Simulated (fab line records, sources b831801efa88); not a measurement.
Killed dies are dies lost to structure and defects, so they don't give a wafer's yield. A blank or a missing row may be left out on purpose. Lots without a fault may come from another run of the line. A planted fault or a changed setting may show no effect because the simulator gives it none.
Which tool did it? | flow sky130 | 7 lots, 21 wafers sampled, at 4 steps of a route of 708

WHAT THE GAUGES READ, wafer by wafer
SKY_METAL2_CD_MEAS_15: target cd 140 nm.
lot  | measured     | on        | cd_nm (nm)
L747 | day 35 23:27 | cd_sem-02 | 140.1 138.8 139.3
L749 | day 37 00:02 | cd_sem-02 | 141.6 140.9 141.3
L755 | day 39 06:13 | cd_sem-01 | 141.3 139.6 138.9
L757 | day 39 13:08 | cd_sem-02 | 214.7 214.7 214.4
L760 | day 40 03:31 | cd_sem-02 | 199.5 198.2 198.9
L765 | day 41 09:07 | cd_sem-01 | 141.1 142.7 141.3
L768 | day 42 10:44 | cd_sem-02 | 141.8 141.0 141.2

WHICH TOOL RAN EACH LOT (tool, then ch and the chambers of the sampled wafers, then the start)
lot  | SKY_METAL1_SPUTTER_00        | SKY_METAL1_SPUTTER_04        | SKY_METAL2_EXPOSE_12
L747 | pvd_sputter-04, day 32 10:58 | pvd_sputter-04, day 32 11:03 | krf_scanner-02 ch 0, day 35 10:22
L749 | pvd_sputter-03, day 33 11:52 | pvd_sputter-03, day 33 11:58 | krf_scanner-01 ch 0, day 36 10:49
L755 | pvd_sputter-04, day 35 19:50 | pvd_sputter-04, day 35 19:55 | krf_scanner-02 ch 0, day 38 17:17
L757 | pvd_sputter-02, day 36 05:16 | pvd_sputter-02, day 36 05:22 | krf_scanner-02 ch 0, day 39 01:13
L760 | pvd_sputter-04, day 36 19:10 | pvd_sputter-04, day 36 19:15 | krf_scanner-02 ch 0, day 39 15:03
L765 | pvd_sputter-03, day 38 03:26 | pvd_sputter-03, day 38 03:31 | krf_scanner-01 ch 0, day 40 21:35
L768 | pvd_sputter-02, day 39 07:16 | pvd_sputter-02, day 39 07:22 | krf_scanner-01 ch 0, day 41 22:31
- SKY_METAL1_SPUTTER_00: material Ti, target thk 15 nm, time 10 s.
- SKY_METAL1_SPUTTER_04: material TiN, target thk 70 nm, time 58.3 s.
- SKY_METAL2_EXPOSE_12: exposes mask MM2, target cd 140 nm.

THE ANSWER, worked out from the rows above alone
Rule: what is usual is taken from the lots themselves. Put in order of their means at a reading, lots are off if they are a third of the lots or fewer, leave a main group of 4 or more, and stand apart from it by a gap of 3 or more times the standard deviation of the main group's means; of several such gaps the widest counts. A main group whose means are all the same, to the digits that the tables above print for the reading, isn't used. A lot without any number at a reading at which 4 lots or more have one is off too. The other lots that the step has rows for count as sound.
Off: L757, L760, at SKY_METAL2_CD_MEAS_15 (cd_nm). The main group: mean 140.7 nm, standard deviation 0.89.
A tool fits if, at a process step before that reading, it ran every lot that is off, and no sound lot after the first of them. The gauges at SKY_METAL2_CD_MEAS_15 are tried like those tools. One fits: krf_scanner-02 at SKY_METAL2_EXPOSE_12. Its last sound lot is L755 (day 38 17:17), its first lot that is off L757 (day 39 01:13): a fault that began between those two fits.

WHAT THE SIMULATOR HAD PUT IN
Process parameter drift: krf_scanner-02, from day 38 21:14 on, at SKY_METAL2_EXPOSE_12. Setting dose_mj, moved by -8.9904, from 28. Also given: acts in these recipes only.
Lots struck among those shown: L757, L760. The rule above found the same.
